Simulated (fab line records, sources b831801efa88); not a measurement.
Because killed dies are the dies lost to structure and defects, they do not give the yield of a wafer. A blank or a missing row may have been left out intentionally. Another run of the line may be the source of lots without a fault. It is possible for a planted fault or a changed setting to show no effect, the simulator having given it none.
A lot that was struck, set against a sound lot ; flow sky130 ; 17 steps out of a route of 708
Sound: these wafers, L858.1, L858.2, L858.5. Wafers L849.1, L849.4, L849.6 were the ones struck. The cause is given at the end.
Per side, at each step with rows, come the tool, then ch with its chambers, and then its first start. Under that, the readings that differ: sound wafers ; struck wafers ; difference of the means ; sigmas: that difference in standard deviations of wafers without a fault.
alike: readings with means less than 2 such deviations apart, plus words and numbers identical on both sides. not compared: withheld readings, readings lacking a value on some wafer, bounds such as >300 that could conceal the same value, and numbers that have no deviation in the record and whose values overlap.
The two part at a step that has a row with sigmas, a row that says differs or no value, or rows on one side only. Numbers that have no deviation but don't overlap get no sigmas and don't part them. Lack of a reading on every wafer of one side parts them only where that side has two or more wafers.

first, 3 steps without rows for these wafers: SKY_VIA1_EXPOSE_09 (exposes mask VIM, target cd 150 nm); SKY_VIA1_PEB_10; SKY_VIA1_DEVELOP_11 (develop time 60 s).
SKY_VIA1_CD_MEAS_12 targets a cd of 150 nm.
  sound: cd sem-02 at day 38 13:09; struck: cd sem-01 at day 35 17:22
  alike: cd nm
SKY_VIA1_OVL_MEAS_13:
  sound: overlay-01 at day 38 13:16; struck: overlay-02 at day 35 17:29
  alike: VIA1_OVL
SKY_VIA1_ETCH_14: etches BARC in N2/H2, stops on SiO2, time 45.9 s, target depth 60 nm.
  sound on rie diel-01 ch 1,2,3, day 38 13:19; struck on rie diel-01 ch 1,2, day 35 17:31
  alike: bias w, drypump motor current A, oes product au, throttle valve pct
  not compared: rf hours counter h
SKY_VIA1_ETCH_15: etches SiO2 in C4F8/O2/Ar, stops on TiN, target depth 351 nm, time 54 s.
  sound on rie diel-01 ch 1,2,3, day 38 13:21; struck on rie diel-01 ch 1,2, day 35 17:34
  alike: bias w, oes product au
  not compared: rf hours counter h
SKY_VIA1_STRIP_16: strips in O2/N2.
  sound on plasma asher-04 ch 0,1, day 38 13:23; struck on plasma asher-03 ch 0, day 35 17:37
  alike: drypump motor current A, oes product au, strip time to endpoint s
  not compared: rf hours counter h
then, 3 steps without rows for these wafers: SKY_VIA1_STRIP_17 (strips in post etch residue remover, time 1200 s); SKY_VIA1_CLEAN_18 (cleans in IPA, time 180 s); SKY_VIA1_CLEAN_19 (cleans in O3/DIW).
SKY_VIA1_SPUTTER_20: material TiN, target thk 20 nm, time 80 s.
  sound: pvd sputter-02 at day 38 13:59; struck: pvd sputter-03 at day 35 18:12
  alike: throttle valve pct
SKY_VIA1_CVD_21: deposits W, target thk 270 nm, time 80.902 s.
  sound on cvd w-01 ch 0,1, day 38 14:03; struck on cvd w-02 ch 0,1, day 35 18:16
  no value came back on the struck wafers for chamber pressure Torr (Torr), heater power outer w (W), heater power w (W); on the sound wafers chamber pressure Torr (Torr) reads 39.74 40.04 40.07
SKY_VIA1_RS_MEAS_22: uses a four-point probe to measure.
  sound: film metro-01 at day 38 14:08; struck: film metro-04 at day 35 18:22
reading;sound;struck;difference;sigmas
VIA1_W_RS (ohm/sq);0.425 0.431 0.424;58.670 57.801 58.576;+57.922;+99 or more
SKY_VIA1_THK_MEAS_23: measures by xrf.
  sound: film metro-01 at day 38 14:16; struck: film metro-04 at day 35 18:29
reading;sound;struck;difference;sigmas
VIA1_W_THK (nm);272 268 272;<0 <0 <0;differs;
SKY_VIA1_CMP_24: polishes, stops on SiO2, t overpolish 15 s, target thk 0 nm.
  sound on cmp-02 ch 1,2, day 38 14:19; struck on cmp-02 ch 0,1,3, day 35 18:38
reading;sound;struck;difference;sigmas
time to endpoint s (s);65 60 62;8 3 4;-57;-12
  alike: motor current A
-- the record jumps here: 11 days lie between the struck wafers' starts before and after (it left off in module VIA1 and takes up again in module PAD_OPEN, whose first step shown is number 708 of the route) --
SKY_PAD_OPEN_PROBE_99:
  sound: prober-01 at day 49 05:53; struck: prober-01 at day 47 01:22
reading;sound;struck;difference;sigmas
defect limited yield (%);78.9 80.3 80.1;0 0 0;-80;-42
killed_at_M0_to_M3;58 43 52;456 449 449;+400;+56
killed dies;104 97 98;492 492 492;+392;+41
killed on rim;18 20 17;96 96 96;+78;+22
killed open;63 53 59;34 30 48;-21;-3
sort_bin_5_function (%);11.8 11.0 11.8;92.5 92.3 92.5;+80.9;+54
sort n pass;388 395 394;0 0 0;-392;-41
sort yield pct (%);78.9 80.3 80.1;0 0 0;-80;-42
  alike: killed_at_M4_up, killed at contacts, killed at front end, killed at other, killed short, sort_bin_3_pad_short, sort_bin_6_memory

## WHERE THEY PART
At SKY_VIA1_CVD_21 first; at SKY_PAD_OPEN_PROBE_99 last (within this record only).

WHY: what the simulator had put in
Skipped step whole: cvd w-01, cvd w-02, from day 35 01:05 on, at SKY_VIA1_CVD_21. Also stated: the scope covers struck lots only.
